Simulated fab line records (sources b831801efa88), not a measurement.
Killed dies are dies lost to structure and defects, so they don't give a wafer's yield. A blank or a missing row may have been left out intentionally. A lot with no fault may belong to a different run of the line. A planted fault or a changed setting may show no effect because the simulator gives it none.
fab line records | flow gf180mcu | part 1 of 2: steps 1 to 23 of 33
record: lots: 5 | wafers: 15 | last-day: 34
route steps=602 shown HV_LDD@211 NSD@235
lots untouched by any fault: they come from a run of this same line in which no faults occurred
start-h: hours from the record's opening day to when the first of the lot's shown wafers began | wait-h: hours elapsed since this lot's preceding step | " the same as in the row above | L1.1+2: a single row standing in for several wafers | - no value present, or no start provided | * or withheld: withheld | < > ~ a bound
route shown NAME@n: a module of which the file shows steps, and the number in the route of the first | usual: mean and standard deviation over wafers with no fault | same: alike in all rows | chamber/n: place in a boat | sites: each site's reading | _std_site: the standard deviation of these | _edge_site: the outer-site mean with the inner-site mean subtracted | radius-mm: for every site, how far away it sits from the centre of the wafer | mask NAME#n: copy n | behind: the tool/chamber that last shaped the wafer | hold: what put the lot on hold/how long, in hours/how the hold closed | device: the n, p or np transistor that did not switch | end of line: tests run on the same wafers once the route is complete | a step given without rows: its recipe and nothing more | killed: the dies lost at the first sort to structure and to defects; this is not the yield of the wafer | map: the dies of a wafer, with x for killed, . for not killed, _ for no die there
set.NAME: the setting that was run; set.NAME@STEP: the one run at that earlier step | model.NAME: the simulator's own value behind a step, which no gauge read
certain route steps with their lots: each step a table, each wafer a row
services: the hour from which a tool's chamber was out of use, counted from the record's first day as start-h (under 0 if before that day), plus the number of hours and why
== steps ==
step: GF_HV_LDD_IMPLANT_35
recipe: species: P | energy-kev: 60 | dose-cm2: 7.5e+12 | tilt-deg: 30 | rotation-deg: 180
usual: dose-ions-cm2: 7.5e+12/8.7e+09
same: implant-ion-amu: 31
lot.wafer | tool         | chamber | start-h | wait-h | dose-ions-cm2
L077.1    | implanter-02 | 0       | 269.85  | 0.1    | 7.485e+12
L077.3    | "            | 0       | "       | "      | 7.487e+12
L077.4    | "            | 0       | "       | "      | 7.504e+12
L081.2    | implanter-04 | 0       | 306.60  | 0.1    | 7.499e+12
L081.3    | "            | 0       | "       | "      | 7.479e+12
L081.6    | "            | 0       | "       | "      | 7.499e+12
L082.1    | implanter-04 | 0       | 316.30  | 0.1    | 7.5e+12
L082.2    | "            | 0       | "       | "      | 7.498e+12
L082.4    | "            | 0       | "       | "      | 7.491e+12
L084.1    | implanter-02 | 0       | 336.00  | 0.1    | 7.499e+12
L084.4    | "            | 0       | "       | "      | 7.505e+12
L084.5    | "            | 0       | "       | "      | 7.505e+12
L096.2    | implanter-02 | 0       | 422.37  | 0.1    | 7.512e+12
L096.3    | "            | 0       | "       | "      | 7.491e+12
L096.5    | "            | 0       | "       | "      | 7.504e+12
step: GF_HV_LDD_IMPLANT_36
recipe: species: P | energy-kev: 60 | dose-cm2: 7.5e+12 | tilt-deg: 30 | rotation-deg: 270
usual: dose-ions-cm2: 7.501e+12/8.6e+09
same: implant-ion-amu: 31
lot.wafer | tool         | chamber | start-h | wait-h | dose-ions-cm2
L077.1    | implanter-02 | 0       | 270.00  | 0.1    | 7.51e+12
L077.3    | "            | 0       | "       | "      | 7.517e+12
L077.4    | "            | 0       | "       | "      | 7.514e+12
L081.2    | implanter-04 | 0       | 306.75  | 0.1    | 7.494e+12
L081.3    | "            | 0       | "       | "      | 7.494e+12
L081.6    | "            | 0       | "       | "      | 7.497e+12
L082.1    | implanter-04 | 0       | 316.45  | 0.1    | 7.506e+12
L082.2    | "            | 0       | "       | "      | 7.499e+12
L082.4    | "            | 0       | "       | "      | 7.502e+12
L084.1    | implanter-02 | 0       | 336.15  | 0.1    | 7.498e+12
L084.4    | "            | 0       | "       | "      | 7.5e+12
L084.5    | "            | 0       | "       | "      | 7.511e+12
L096.2    | implanter-02 | 0       | 422.52  | 0.1    | 7.501e+12
L096.3    | "            | 0       | "       | "      | 7.5e+12
L096.5    | "            | 0       | "       | "      | 7.507e+12
step: GF_HV_LDD_STRIP_37
recipe: chemistry: O2/N2 | power-w: 1400 | pressure-mtorr: 1500 | platen-temp-c: 250 | o2-flow-sccm: 3000 | n2-flow-sccm: 300 | overash-fraction: 0.5
usual: drypump-motor-current-A: 5.5/0.33 | heater-power-w: 338/40 | oes-product-au: 0.716/0.005 | strip-time-to-endpoint-s: 12.63/0.035
lot.wafer | tool            | chamber | start-h | wait-h | drypump-motor-current-A | heater-power-w | oes-product-au | rf-hours-counter-h | strip-time-to-endpoint-s
L077.1    | plasma-asher-01 | 0       | 270.15  | 0.1    | 5.7                     | 368            | 0.720          | 15                 | 12.65
L077.3    | "               | 0       | "       | "      | 5.7                     | 367            | 0.720          | -                  | 12.61
L077.4    | "               | 1       | "       | "      | 5.3                     | 390            | 0.720          | -                  | 12.59
L081.2    | plasma-asher-01 | 0       | 306.87  | 0.1    | 5.7                     | 373            | 0.710          | 19                 | 12.70
L081.3    | "               | 0       | "       | "      | 5.7                     | 364            | 0.718          | -                  | 12.66
L081.6    | "               | 0       | "       | "      | 5.7                     | 366            | 0.716          | -                  | 12.63
L082.1    | plasma-asher-01 | 0       | 316.60  | 0.1    | 5.7                     | 367            | 0.716          | 20                 | 12.57
L082.2    | "               | 1       | "       | "      | 5.3                     | 385            | 0.714          | 20                 | 12.60
L082.4    | "               | 1       | "       | "      | 5.3                     | 388            | 0.718          | -                  | 12.61
L084.1    | plasma-asher-01 | 1       | 336.30  | 0.1    | 5.3                     | 386            | 0.718          | 22                 | 12.61
L084.4    | "               | 0       | "       | "      | 5.7                     | 360            | 0.713          | -                  | 12.60
L084.5    | "               | 0       | "       | "      | 5.8                     | 364            | 0.726          | -                  | 12.65
L096.2    | plasma-asher-02 | 1       | 422.64  | 0.1    | 5.6                     | 353            | 0.717          | 80                 | 12.63
L096.3    | "               | 0       | "       | "      | 5.0                     | 306            | 0.706          | -                  | 12.63
L096.5    | "               | 0       | "       | "      | 5.0                     | 320            | 0.717          | -                  | 12.60
step: GF_HV_LDD_TW_MEAS_38
usual: HV_LDD_3_TW: 1432/11
lot.wafer | tool          | chamber | start-h | wait-h | HV_LDD_3_TW
L077.1    | film-metro-02 | -       | 270.25  | 0.1    | 1443
L077.3    | "             | -       | "       | "      | 1441
L077.4    | "             | -       | "       | "      | 1439
L081.2    | film-metro-04 | -       | 306.98  | 0.1    | 1416
L081.3    | "             | -       | "       | "      | 1423
L081.6    | "             | -       | "       | "      | 1423
L082.1    | film-metro-04 | -       | 316.70  | 0.1    | 1423
L082.2    | "             | -       | "       | "      | 1411
L082.4    | "             | -       | "       | "      | 1411
L084.1    | film-metro-03 | -       | 336.40  | 0.1    | 1433
L084.4    | "             | -       | "       | "      | 1426
L084.5    | "             | -       | "       | "      | 1432
L096.2    | film-metro-04 | -       | 422.75  | 0.1    | 1424
L096.3    | "             | -       | "       | "      | 1426
L096.5    | "             | -       | "       | "      | 1427
step: GF_HV_LDD_DEHYDRATE_39
recipe: temp-c: 200 | time-s: 60
usual: exhaust-pa: 45.0/0.84
lot.wafer | tool           | chamber | start-h | wait-h | exhaust-pa
L077.1    | litho-track-01 | 0       | 279.17  | 8.9    | 44.7
L077.3    | "              | 0       | "       | "      | 45.6
L077.4    | "              | 0       | "       | "      | 45.4
L081.2    | litho-track-03 | 0       | 316.62  | 9.6    | 45.9
L081.3    | "              | 0       | "       | "      | 46.1
L081.6    | "              | 0       | "       | "      | 43.7
L082.1    | litho-track-01 | 0       | 326.92  | 10.2   | 44.4
L082.2    | "              | 0       | "       | "      | 45.6
L082.4    | "              | 0       | "       | "      | 44.2
L084.1    | litho-track-02 | 0       | 346.64  | 10.2   | 45.2
L084.4    | "              | 0       | "       | "      | 44.2
L084.5    | "              | 0       | "       | "      | 45.6
L096.2    | litho-track-01 | 0       | 434.14  | 11.4   | 44.4
L096.3    | "              | 0       | "       | "      | 45.3
L096.5    | "              | 0       | "       | "      | 45.3
step: GF_HV_LDD_HMDS_40
recipe: prime-time-s: 60 | prime-temp-c: 120
usual: exhaust-pa: 44.9/0.85
lot.wafer | tool           | chamber | start-h | wait-h | exhaust-pa
L077.1    | litho-track-01 | 0       | 279.32  | 0.1    | 46.2
L077.3    | "              | 0       | "       | "      | 45.4
L077.4    | "              | 0       | "       | "      | 45.9
L081.2    | litho-track-03 | 0       | 316.77  | 0.1    | 45.1
L081.3    | "              | 0       | "       | "      | 44.8
L081.6    | "              | 0       | "       | "      | 44.6
L082.1    | litho-track-01 | 0       | 327.07  | 0.1    | 45.5
L082.2    | "              | 0       | "       | "      | 45.4
L082.4    | "              | 0       | "       | "      | 45.3
L084.1    | litho-track-02 | 0       | 346.79  | 0.1    | 45.2
L084.4    | "              | 0       | "       | "      | 44.2
L084.5    | "              | 0       | "       | "      | 44.7
L096.2    | litho-track-01 | 0       | 434.29  | 0.1    | 44.0
L096.3    | "              | 0       | "       | "      | 44.3
L096.5    | "              | 0       | "       | "      | 44.7
step: GF_HV_LDD_COAT_41
recipe: resist: NOVOLAK | spin-rpm: 3000 | resist-thk-nm: 1000
usual: exhaust-pa: 44.9/0.95
lot.wafer | tool           | chamber | start-h | wait-h | exhaust-pa
L077.1    | litho-track-01 | 0       | 279.47  | 0.1    | 45.9
L077.3    | "              | 0       | "       | "      | 45.2
L077.4    | "              | 0       | "       | "      | 46.8
L081.2    | litho-track-03 | 0       | 316.92  | 0.1    | 46.2
L081.3    | "              | 0       | "       | "      | 45.9
L081.6    | "              | 0       | "       | "      | 46.5
L082.1    | litho-track-01 | 0       | 327.22  | 0.1    | 44.8
L082.2    | "              | 0       | "       | "      | 45.4
L082.4    | "              | 0       | "       | "      | 45.1
L084.1    | litho-track-02 | 0       | 346.94  | 0.1    | 44.4
L084.4    | "              | 0       | "       | "      | 44.0
L084.5    | "              | 0       | "       | "      | 43.5
L096.2    | litho-track-01 | 0       | 434.44  | 0.1    | 42.9
L096.3    | "              | 0       | "       | "      | 44.7
L096.5    | "              | 0       | "       | "      | 44.1
step: GF_HV_LDD_SOFTBAKE_42
recipe: temp-c: 90 | time-s: 60 | resist: NOVOLAK
usual: exhaust-pa: 45.1/0.86
lot.wafer | tool           | chamber | start-h | wait-h | exhaust-pa
L077.1    | litho-track-01 | 0       | 279.62  | 0.1    | 46.1
L077.3    | "              | 0       | "       | "      | 44.7
L077.4    | "              | 0       | "       | "      | 46.3
L081.2    | litho-track-03 | 0       | 317.07  | 0.1    | 44.0
L081.3    | "              | 0       | "       | "      | 44.4
L081.6    | "              | 0       | "       | "      | 45.0
L082.1    | litho-track-01 | 0       | 327.37  | 0.1    | 46.1
L082.2    | "              | 0       | "       | "      | 44.3
L082.4    | "              | 0       | "       | "      | 45.0
L084.1    | litho-track-02 | 0       | 347.09  | 0.1    | 45.4
L084.4    | "              | 0       | "       | "      | 45.4
L084.5    | "              | 0       | "       | "      | 45.2
L096.2    | litho-track-01 | 0       | 434.59  | 0.1    | 44.5
L096.3    | "              | 0       | "       | "      | 44.7
L096.5    | "              | 0       | "       | "      | 44.1
step: GF_HV_LDD_EXPOSE_43
recipe: mask-id: Pplus_HV_AREA | target-cd-nm: 400 | na: 0.6 | source-shape: conventional | sigma-outer: 0.6 | dose-mj: 140
usual: exposure-dose-mJ-cm2: 139.98/0.13 | reticle-temp-C: 23.02/0.1
lot.wafer | tool             | chamber | start-h | wait-h | mask            | exposure-dose-mJ-cm2 | reticle-temp-C
L077.1    | iline-stepper-02 | 0       | -       | -      | Pplus_HV_AREA#0 | 140.02               | 23.06
L077.3    | "                | 0       | "       | "      | Pplus_HV_AREA#0 | 140.15               | 23.05
L077.4    | "                | 0       | "       | "      | Pplus_HV_AREA#0 | 140.05               | 22.99
L081.2    | iline-stepper-02 | 0       | -       | -      | Pplus_HV_AREA#0 | 139.96               | 23.14
L081.3    | "                | 0       | "       | "      | Pplus_HV_AREA#0 | 140.02               | 23.07
L081.6    | "                | 0       | "       | "      | Pplus_HV_AREA#0 | 139.73               | 23.12
L082.1    | iline-stepper-02 | 0       | -       | -      | Pplus_HV_AREA#0 | 139.86               | 23.19
L082.2    | "                | 0       | "       | "      | Pplus_HV_AREA#0 | 140.11               | 23.21
L082.4    | "                | 0       | "       | "      | Pplus_HV_AREA#0 | 139.88               | 23.22
L084.1    | iline-stepper-02 | 0       | -       | -      | Pplus_HV_AREA#0 | 140.00               | 23.01
L084.4    | "                | 0       | "       | "      | Pplus_HV_AREA#0 | 139.87               | 23.01
L084.5    | "                | 0       | "       | "      | Pplus_HV_AREA#0 | 140.17               | 22.95
L096.2    | iline-stepper-02 | 0       | -       | -      | Pplus_HV_AREA#0 | 139.89               | 23.04
L096.3    | "                | 0       | "       | "      | Pplus_HV_AREA#0 | 140.03               | 23.02
L096.5    | "                | 0       | "       | "      | Pplus_HV_AREA#0 | 139.82               | 23.02
step: GF_HV_LDD_PEB_44
recipe: temp-c: withheld | time-s: * | resist: NOVOLAK
usual: exhaust-pa: 45.1/0.97
lot.wafer | tool           | chamber | start-h | wait-h | exhaust-pa
L077.1    | litho-track-01 | 0       | -       | -      | 46.0
L077.3    | "              | 0       | "       | "      | 46.5
L077.4    | "              | 0       | "       | "      | 45.3
L081.2    | litho-track-02 | 0       | -       | -      | 45.6
L081.3    | "              | 0       | "       | "      | 48.0
L081.6    | "              | 0       | "       | "      | 45.1
L082.1    | litho-track-01 | 0       | -       | -      | 45.6
L082.2    | "              | 0       | "       | "      | 44.0
L082.4    | "              | 0       | "       | "      | 44.8
L084.1    | litho-track-03 | 0       | -       | -      | 43.8
L084.4    | "              | 0       | "       | "      | 44.3
L084.5    | "              | 0       | "       | "      | 43.7
L096.2    | litho-track-03 | 0       | -       | -      | 43.5
L096.3    | "              | 0       | "       | "      | 45.3
L096.5    | "              | 0       | "       | "      | 46.0
step: GF_HV_LDD_DEVELOP_45
recipe: develop-time-s: 60 | dev-temp-c: 23
usual: exhaust-pa: 44.9/0.91
lot.wafer | tool           | chamber | start-h | wait-h | exhaust-pa
L077.1    | litho-track-01 | 0       | 288.87  | 0.1    | 44.1
L077.3    | "              | 0       | "       | "      | 44.6
L077.4    | "              | 0       | "       | "      | 43.6
L081.2    | litho-track-02 | 0       | 327.61  | 0.1    | 44.5
L081.3    | "              | 0       | "       | "      | 44.6
L081.6    | "              | 0       | "       | "      | 44.2
L082.1    | litho-track-01 | 0       | 337.87  | 0.1    | 45.6
L082.2    | "              | 0       | "       | "      | 45.7
L082.4    | "              | 0       | "       | "      | 46.7
L084.1    | litho-track-03 | 0       | 357.65  | 0.1    | 46.7
L084.4    | "              | 0       | "       | "      | 44.7
L084.5    | "              | 0       | "       | "      | 46.0
L096.2    | litho-track-03 | 0       | 446.27  | 0.1    | 45.0
L096.3    | "              | 0       | "       | "      | 44.8
L096.5    | "              | 0       | "       | "      | 44.8
step: GF_HV_LDD_CD_MEAS_46
recipe: target-cd-nm: 400
usual: cd-nm: 399.4/1.9
lot.wafer | tool      | chamber | start-h | wait-h | cd-nm
L077.1    | cd-sem-01 | -       | 289.02  | 0.1    | 401.0
L077.3    | "         | -       | "       | "      | 399.7
L077.4    | "         | -       | "       | "      | 401.1
L081.2    | cd-sem-01 | -       | 327.76  | 0.1    | 397.2
L081.3    | "         | -       | "       | "      | 400.5
L081.6    | "         | -       | "       | "      | 396.0
L082.1    | cd-sem-01 | -       | 338.02  | 0.1    | 401.1
L082.2    | "         | -       | "       | "      | 400.8
L082.4    | "         | -       | "       | "      | 401.3
L084.1    | cd-sem-02 | -       | 357.80  | 0.1    | 400.5
L084.4    | "         | -       | "       | "      | 400.9
L084.5    | "         | -       | "       | "      | 398.6
L096.2    | cd-sem-01 | -       | 446.41  | 0.1    | 397.2
L096.3    | "         | -       | "       | "      | 397.8
L096.5    | "         | -       | "       | "      | 397.9
step: GF_HV_LDD_OVL_MEAS_47
usual: HV_LDD_03_OVL: 0.2/1.3
lot.wafer | tool       | chamber | start-h | wait-h | HV_LDD_03_OVL[nm]
L077.1    | overlay-02 | -       | 289.14  | 0.1    | -0.2
L077.3    | "          | -       | "       | "      | 0.9
L077.4    | "          | -       | "       | "      | -0.2
L081.2    | overlay-02 | -       | 327.86  | 0.1    | 0.1
L081.3    | "          | -       | "       | "      | 1.4
L081.6    | "          | -       | "       | "      | 0.1
L082.1    | overlay-02 | -       | 338.14  | 0.1    | 0.1
L082.2    | "          | -       | "       | "      | -0.2
L082.4    | "          | -       | "       | "      | 0.6
L084.1    | overlay-01 | -       | 357.92  | 0.1    | -2.9
L084.4    | "          | -       | "       | "      | -0.9
L084.5    | "          | -       | "       | "      | -1.0
L096.2    | overlay-01 | -       | 446.52  | 0.1    | 0.4
L096.3    | "          | -       | "       | "      | 0.0
L096.5    | "          | -       | "       | "      | 0.0
step: GF_HV_LDD_IMPLANT_48
recipe: species: B | energy-kev: 25 | dose-cm2: 3e+13 | tilt-deg: 7
usual: dose-ions-cm2: 3e+13/3.6e+10
same: implant-ion-amu: 11
lot.wafer | tool         | chamber | start-h | wait-h | dose-ions-cm2
L077.1    | implanter-04 | 0       | 289.17  | 0.0    | 2.998e+13
L077.3    | "            | 0       | "       | "      | 2.999e+13
L077.4    | "            | 0       | "       | "      | 2.996e+13
L081.2    | implanter-02 | 0       | 327.92  | 0.0    | 3.005e+13
L081.3    | "            | 0       | "       | "      | 3.001e+13
L081.6    | "            | 0       | "       | "      | 2.998e+13
L082.1    | implanter-01 | 0       | 338.17  | 0.0    | 2.992e+13
L082.2    | "            | 0       | "       | "      | 2.998e+13
L082.4    | "            | 0       | "       | "      | 3.002e+13
L084.1    | implanter-02 | 0       | 357.95  | 0.0    | 3.005e+13
L084.4    | "            | 0       | "       | "      | 3.006e+13
L084.5    | "            | 0       | "       | "      | 3.004e+13
L096.2    | implanter-02 | 0       | 446.58  | 0.0    | 3.003e+13
L096.3    | "            | 0       | "       | "      | 2.997e+13
L096.5    | "            | 0       | "       | "      | 3.003e+13
step: GF_HV_LDD_STRIP_49
recipe: chemistry: O2/N2 | power-w: 1400 | pressure-mtorr: 1500 | platen-temp-c: 250 | o2-flow-sccm: 3000 | n2-flow-sccm: 300 | overash-fraction: 0.5
usual: drypump-motor-current-A: 5.5/0.34 | heater-power-w: 337/36 | oes-product-au: 0.716/0.004 | strip-time-to-endpoint-s: 12.63/0.037
lot.wafer | tool            | chamber | start-h | wait-h | drypump-motor-current-A | heater-power-w | oes-product-au | rf-hours-counter-h | strip-time-to-endpoint-s
L077.1    | plasma-asher-04 | 0       | 289.32  | 0.1    | 5.3                     | 340            | 0.719          | 65                 | 12.60
L077.3    | "               | 1       | "       | "      | 6.0                     | 269            | 0.711          | -                  | 12.62
L077.4    | "               | 0       | "       | "      | 5.3                     | 333            | 0.711          | -                  | 12.63
L081.2    | plasma-asher-04 | 0       | 328.04  | 0.1    | 5.3                     | 337            | 0.703          | 69                 | 12.64
L081.3    | "               | 1       | "       | "      | 6.1                     | 265            | 0.715          | -                  | 12.59
L081.6    | "               | 1       | "       | "      | 6.1                     | 277            | 0.716          | -                  | 12.60
L082.1    | plasma-asher-01 | 0       | 338.32  | 0.1    | 5.7                     | 370            | 0.728          | 22                 | 12.63
L082.2    | "               | 1       | "       | "      | 5.3                     | 367            | 0.709          | 22                 | 12.62
L082.4    | "               | 1       | "       | "      | 5.3                     | 387            | 0.717          | -                  | 12.67
L084.1    | plasma-asher-02 | 0       | 358.10  | 0.1    | 5.0                     | 311            | 0.715          | 73                 | 12.61
L084.4    | "               | 1       | "       | "      | 5.6                     | 346            | 0.713          | -                  | 12.58
L084.5    | "               | 1       | "       | "      | 5.6                     | 354            | 0.709          | -                  | 12.67
L096.2    | plasma-asher-02 | 0       | 446.70  | 0.1    | 5.0                     | 310            | 0.720          | 83                 | 12.65
L096.3    | "               | 0       | "       | "      | 5.0                     | 314            | 0.712          | -                  | 12.68
L096.5    | "               | 0       | "       | "      | 5.0                     | 313            | 0.714          | -                  | 12.67
step: GF_HV_LDD_TW_MEAS_50
usual: HV_LDD_4_TW: 567/3.6
lot.wafer | tool          | chamber | start-h | wait-h | HV_LDD_4_TW
L077.1    | film-metro-04 | -       | 289.42  | 0.1    | 560
L077.3    | "             | -       | "       | "      | 559
L077.4    | "             | -       | "       | "      | 563
L081.2    | film-metro-03 | -       | 328.15  | 0.1    | 568
L081.3    | "             | -       | "       | "      | 567
L081.6    | "             | -       | "       | "      | 567
L082.1    | film-metro-03 | -       | 338.42  | 0.1    | 567
L082.2    | "             | -       | "       | "      | 565
L082.4    | "             | -       | "       | "      | 566
L084.1    | film-metro-02 | -       | 358.20  | 0.1    | 573
L084.4    | "             | -       | "       | "      | 567
L084.5    | "             | -       | "       | "      | 570
L096.2    | film-metro-03 | -       | 446.81  | 0.1    | 568
L096.3    | "             | -       | "       | "      | 569
L096.5    | "             | -       | "       | "      | 569
step: GF_HV_LDD_CLEAN_51
recipe: chemistry: SC1/SC2 | mix: 1:4:20 | temp-c: 70 | time-s: 150 | dry: n2-spin
usual: temp-c: 70.00/0.13
lot.wafer | tool         | chamber | start-h | wait-h | temp-c
L077.1    | wet-bench-04 | 0       | 289.48  | 0.1    | 69.99
L077.3    | "            | 0       | "       | "      | 69.98
L077.4    | "            | 0       | "       | "      | 70.12
L081.2    | wet-bench-03 | 1       | 328.20  | 0.0    | 69.97
L081.3    | "            | 1       | "       | "      | 70.06
L081.6    | "            | 1       | "       | "      | 70.08
L082.1    | wet-bench-02 | 2       | 338.48  | 0.1    | 70.10
L082.2    | "            | 2       | "       | "      | 69.99
L082.4    | "            | 2       | "       | "      | 70.08
L084.1    | wet-bench-02 | 0       | 358.26  | 0.1    | 69.97
L084.4    | "            | 0       | "       | "      | 70.19
L084.5    | "            | 0       | "       | "      | 70.15
L096.2    | wet-bench-02 | 0       | 446.86  | 0.0    | 69.99
L096.3    | "            | 0       | "       | "      | 69.88
L096.5    | "            | 0       | "       | "      | 69.76
step: GF_HV_LDD_RTA_52
recipe: temp-c: 1000 | time-s: 10 | ambient: N2
usual: lamp-power-pct: 30.3/1 | wafer_temp_C_max: 1007.8/1.8
lot.wafer | tool          | chamber | start-h | wait-h | lamp-power-pct | wafer_temp_C_max
L077.1    | rtp-anneal-02 | 0       | 289.54  | 0.0    | 29.6           | 1007.6
L077.3    | "             | 0       | "       | "      | 29.6           | 1008.3
L077.4    | "             | 0       | "       | "      | 29.6           | 1008.7
L081.2    | rtp-anneal-01 | 0       | 328.28  | 0.0    | 31.7           | 1005.4
L081.3    | "             | 0       | "       | "      | 31.8           | 1006.8
L081.6    | "             | 0       | "       | "      | 31.8           | 1006.1
L082.1    | rtp-anneal-01 | 0       | 338.53  | 0.0    | 31.8           | 1007.5
L082.2    | "             | 0       | "       | "      | 31.8           | 1005.1
L082.4    | "             | 0       | "       | "      | 31.8           | 1006.1
L084.1    | rtp-anneal-02 | 0       | 358.31  | 0.0    | 29.6           | 1008.7
L084.4    | "             | 0       | "       | "      | 29.6           | 1007.6
L084.5    | "             | 0       | "       | "      | 29.6           | 1010.4
L096.2    | rtp-anneal-02 | 0       | 446.93  | 0.0    | 29.6           | 1005.3
L096.3    | "             | 0       | "       | "      | 29.6           | 1007.2
L096.5    | "             | 0       | "       | "      | 29.6           | 1008.3
step: GF_HV_LDD_RS_MEAS_53
recipe: thk-meas-gauge: four-point-probe
usual: HV_LDD_RS: 418.4/0.99
lot.wafer | tool          | chamber | start-h | wait-h | HV_LDD_RS[ohm/sq]
L077.1    | film-metro-04 | -       | 289.60  | 0.1    | 418.9
L077.3    | "             | -       | "       | "      | 419.3
L077.4    | "             | -       | "       | "      | 419.9
L081.2    | film-metro-02 | -       | 328.41  | 0.1    | 420.0
L081.3    | "             | -       | "       | "      | 420.0
L081.6    | "             | -       | "       | "      | 420.5
L082.1    | film-metro-04 | -       | 338.67  | 0.1    | 419.7
L082.2    | "             | -       | "       | "      | 419.4
L082.4    | "             | -       | "       | "      | 419.9
L084.1    | film-metro-04 | -       | 358.38  | 0.1    | 417.6
L084.4    | "             | -       | "       | "      | 417.7
L084.5    | "             | -       | "       | "      | 416.9
L096.2    | film-metro-02 | -       | 447.00  | 0.1    | 419.9
L096.3    | "             | -       | "       | "      | 419.3
L096.5    | "             | -       | "       | "      | 419.7
step: GF_HV_LDD_CVD_54
recipe: material: SiO2 | target-thk-nm: 10 | precursor: TEOS | temp-c: 680 | time-s: 75 | pressure-mtorr: 400
usual: pressure-mtorr: 400.4/1 | zone-power-bottom-pct: 15.9/1.2
lot.wafer | tool     | chamber | start-h | wait-h | pressure-mtorr | zone-power-bottom-pct
L077.1    | lpcvd-02 | 0       | 289.72  | 0.1    | 400.3          | 15.3
L077.3    | "        | 0       | "       | "      | 399.1          | 14.9
L077.4    | "        | 0       | "       | "      | 399.5          | 14.9
L081.2    | lpcvd-02 | 1       | 328.51  | 0.1    | 400.1          | 14.7
L081.3    | "        | 1       | "       | "      | 400.3          | 14.9
L081.6    | "        | 1       | "       | "      | 400.5          | 14.7
L082.1    | lpcvd-02 | 1       | 338.79  | 0.1    | 400.4          | 15.1
L082.2    | "        | 1       | "       | "      | 401.3          | 14.8
L082.4    | "        | 1       | "       | "      | 399.5          | 14.9
L084.1    | lpcvd-01 | 0       | 358.50  | 0.1    | 402.1          | 16.5
L084.4    | "        | 0       | "       | "      | 400.6          | 16.3
L084.5    | "        | 0       | "       | "      | 400.5          | 16.6
L096.2    | lpcvd-01 | 1       | 447.10  | 0.1    | 399.8          | 17.7
L096.3    | "        | 1       | "       | "      | 400.8          | 17.8
L096.5    | "        | 1       | "       | "      | 400.4          | 17.8
step: GF_HV_LDD_THK_MEAS_55
recipe: reads: SiO2_of_HV_LDD_CVD_54
usual: HV_LDD_CVD_54_THK: 9.99/0.11
lot.wafer | tool          | chamber | start-h | wait-h | HV_LDD_CVD_54_THK[nm]
L077.1    | film-metro-03 | -       | 290.75  | 0.0    | 10.06
L077.3    | "             | -       | "       | "      | 10.04
L077.4    | "             | -       | "       | "      | 9.95
L081.2    | film-metro-04 | -       | 329.54  | 0.0    | 9.76
L081.3    | "             | -       | "       | "      | 9.88
L081.6    | "             | -       | "       | "      | 9.83
L082.1    | film-metro-04 | -       | 339.81  | 0.0    | 10.18
L082.2    | "             | -       | "       | "      | 10.20
L082.4    | "             | -       | "       | "      | 10.01
L084.1    | film-metro-02 | -       | 359.52  | 0.0    | 9.87
L084.4    | "             | -       | "       | "      | 9.85
L084.5    | "             | -       | "       | "      | 9.91
L096.2    | film-metro-03 | -       | 448.13  | 0.0    | 10.08
L096.3    | "             | -       | "       | "      | 10.16
L096.5    | "             | -       | "       | "      | 10.02
step: GF_HV_LDD_CVD_56
recipe: material: Si3N4 | precursor: DCS/NH3 | target-thk-nm: 90 | temp-c: 770 | time-s: 1543 | pressure-mtorr: 250
usual: pressure-mtorr: 249.9/0.45 | zone-power-bottom-pct: 20.6/1.8
lot.wafer | tool     | chamber | start-h | wait-h | pressure-mtorr | zone-power-bottom-pct
L077.1    | lpcvd-01 | 1       | 290.81  | 0.1    | 249.6          | 22.5
L077.3    | "        | 1       | "       | "      | 249.9          | 22.9
L077.4    | "        | 1       | "       | "      | 250.1          | 22.7
L081.2    | lpcvd-02 | 1       | 329.59  | 0.0    | 250.2          | 18.8
L081.3    | "        | 1       | "       | "      | 250.4          | 18.5
L081.6    | "        | 1       | "       | "      | 250.2          | 18.7
L082.1    | lpcvd-01 | 1       | 339.87  | 0.1    | 250.2          | 22.9
L082.2    | "        | 1       | "       | "      | 249.5          | 23.1
L082.4    | "        | 1       | "       | "      | 250.4          | 22.8
L084.1    | lpcvd-02 | 0       | 359.58  | 0.1    | 249.6          | 19.3
L084.4    | "        | 0       | "       | "      | 250.0          | 19.1
L084.5    | "        | 0       | "       | "      | 249.6          | 19.4
L096.2    | lpcvd-02 | 0       | 448.18  | 0.0    | 250.6          | 19.2
L096.3    | "        | 0       | "       | "      | 249.9          | 19.1
L096.5    | "        | 0       | "       | "      | 250.9          | 19.3
step: GF_HV_LDD_THK_MEAS_57
recipe: reads: Si3N4_of_HV_LDD_CVD_56
usual: HV_LDD_CVD_56_THK: 90.1/0.93
lot.wafer | tool          | chamber | start-h | wait-h | HV_LDD_CVD_56_THK[nm]
L077.1    | film-metro-02 | -       | 292.23  | 0.0    | 88.9
L077.3    | "             | -       | "       | "      | 89.9
L077.4    | "             | -       | "       | "      | 89.0
L081.2    | film-metro-02 | -       | 331.03  | 0.0    | 89.3
L081.3    | "             | -       | "       | "      | 88.9
L081.6    | "             | -       | "       | "      | 88.4
L082.1    | film-metro-04 | -       | 341.30  | 0.0    | 91.0
L082.2    | "             | -       | "       | "      | 90.5
L082.4    | "             | -       | "       | "      | 90.6
L084.1    | film-metro-02 | -       | 361.01  | 0.0    | 89.1
L084.4    | "             | -       | "       | "      | 89.8
L084.5    | "             | -       | "       | "      | 88.6
L096.2    | film-metro-04 | -       | 449.62  | 0.0    | 89.7
L096.3    | "             | -       | "       | "      | 90.4
L096.5    | "             | -       | "       | "      | 90.5
